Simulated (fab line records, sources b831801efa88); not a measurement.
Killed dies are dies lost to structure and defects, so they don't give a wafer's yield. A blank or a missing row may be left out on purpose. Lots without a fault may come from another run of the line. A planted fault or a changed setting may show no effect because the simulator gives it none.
A struck lot beside a sound one | flow sky130 | 20 steps out of a route of 708
Sound: wafers L632.3, L632.4, L632.6. Struck: wafers L643.2, L643.3, L643.6. The cause comes at the end.
At each step with rows: each side's tool, then ch and its chambers, then its first start. Under that, the readings that differ: sound wafers | struck wafers | difference of the means | sigmas: that difference in standard deviations of wafers without a fault.
alike: readings whose means differ by less than 2 such deviations, and words and numbers that are the same on both sides. not compared: withheld readings, readings that some wafer has no value for, bounds like >300 that may hide the same value, and numbers for which the record gives no deviation and whose values overlap.
The two part at a step that has a row with sigmas, a row that says differs or no value, or rows on one side only. Numbers that don't overlap but have no deviation are shown without sigmas and don't part them. A reading that every wafer of one side lacks parts them only if that side has two wafers or more.

SKY_RES_XHIGH_STRIP_08: strips in O2/N2.
  sound on plasma_asher-04 ch 0,1, day 26 15:31; struck on plasma_asher-04 ch 0,1, day 30 13:08
  reading               | sound             | struck            | difference | sigmas
  oes_product_au (a.u.) | 0.717 0.716 0.715 | 0.714 0.702 0.705 | -0.009     | -2
  alike: drypump_motor_current_A, strip_time_to_endpoint_s
  not compared: rf_hours_counter_h
SKY_RES_XHIGH_TW_MEAS_09:
  sound on film_metro-03, day 26 15:37; struck on film_metro-04, day 30 13:15
  reading      | sound          | struck         | difference | sigmas
  RES_XHIGH_TW | 1600 1597 1598 | 1646 1641 1647 | +46        | +3
then, 7 steps without rows for these wafers: SKY_SD_N_DEHYDRATE_00 (time 60 s); SKY_SD_N_HMDS_01 (prime time 60 s); SKY_SD_N_COAT_02 (resist thk 1140 nm); SKY_SD_N_SOFTBAKE_03 (time 60 s); SKY_SD_N_EXPOSE_04 (exposes mask NSDM, target cd 380 nm); SKY_SD_N_PEB_05; SKY_SD_N_DEVELOP_06 (develop time 60 s).
SKY_SD_N_CD_MEAS_07: target cd 380 nm.
  sound on cd_sem-02, day 27 20:20; struck on cd_sem-01, day 31 17:28
  alike: cd_nm
SKY_SD_N_OVL_MEAS_08:
  sound on overlay-02, day 27 20:26; struck on overlay-02, day 31 17:34
  alike: SD_N_OVL
then, 1 step without rows for these wafers: SKY_SD_N_IMPLANT_09.
SKY_SD_N_IMPLANT_10:
  sound on implanter-01 ch 0, day 27 20:39; struck on implanter-03 ch 0, day 31 17:46
  reading                   | sound             | struck            | difference | sigmas
  implant_ion_amu           | 31 31 31          | 75 75 75          | +44        |
  model.implant.rp_nm (nm)  | 28.13 28.13 28.13 | 15.86 15.86 15.86 | -12.27     |
  model.implant.drp_nm (nm) | 13 13 13          | 7.233 7.233 7.233 | -5.767     |
  alike: beam_on_s, tilt_deg
SKY_SD_N_STRIP_11: strips in O2/N2.
  sound on plasma_asher-04 ch 0,1, day 27 20:47; struck on plasma_asher-04 ch 0,1, day 31 17:54
  alike: drypump_motor_current_A, oes_product_au, strip_time_to_endpoint_s
  not compared: rf_hours_counter_h
SKY_SD_N_TW_MEAS_12:
  sound on film_metro-03, day 27 20:52; struck on film_metro-03, day 31 18:01
  alike: SD_N_TW
then, 1 step without rows for these wafers: SKY_SD_N_CLEAN_13 (cleans in SC1/SC2, time 150 s).
SKY_SD_N_RTA_14: time 2 s.
  sound on rtp_anneal-01 ch 0, day 27 20:59; struck on rtp_anneal-01 ch 0, day 31 18:07
  alike: chamber_o2_ppm, lamp_power_pct, wafer_temp_C_max
SKY_SD_N_RS_MEAS_16: measures by four-point-probe.
  sound on film_metro-01, day 27 21:11; struck on film_metro-03, day 31 18:19
  reading          | sound             | struck            | difference | sigmas
  SD_N_RS (ohm/sq) | 68.57 68.59 68.63 | 70.67 70.61 70.72 | +2.07      | +19
SKY_SD_N_RS_MEAS_17: measures by four-point-probe.
  sound on film_metro-01, day 27 21:18; struck on film_metro-03, day 31 18:26
  alike: SD_P_RS
-- the record jumps here: 17 days lie between the struck wafers' starts before and after (it left off in module SD_N and takes up again in module PAD_OPEN, whose first step shown is number 708 of the route) --
SKY_PAD_OPEN_PROBE_99:
  sound on prober-01, day 45 17:38; struck on prober-01, day 48 16:07
  reading                            | sound             | struck            | difference | sigmas
  killed_at_M4_up                    | 4 6 6             | 4 0 1             | -4         | -2
  model.etest.res_ndiff.rs_ohm_sq    | 122.1 122.3 121.9 | 123.6 124.8 125.1 | +2.4       |
  model.etest.res_ndiff_hv.rs_ohm_sq | 117 116.5 117.3   | 118.1 117.8 118.4 | +1.2       |
  alike: killed_at_M0_to_M3, killed_at_contacts, killed_at_front_end, killed_at_other, killed_dies, killed_open, killed_short
  not compared: model.etest.res_ndiff.line_ohm_um

WHERE THEY PART
First at SKY_RES_XHIGH_STRIP_08; last, within this record, at SKY_PAD_OPEN_PROBE_99.

WHY: what the simulator had put in
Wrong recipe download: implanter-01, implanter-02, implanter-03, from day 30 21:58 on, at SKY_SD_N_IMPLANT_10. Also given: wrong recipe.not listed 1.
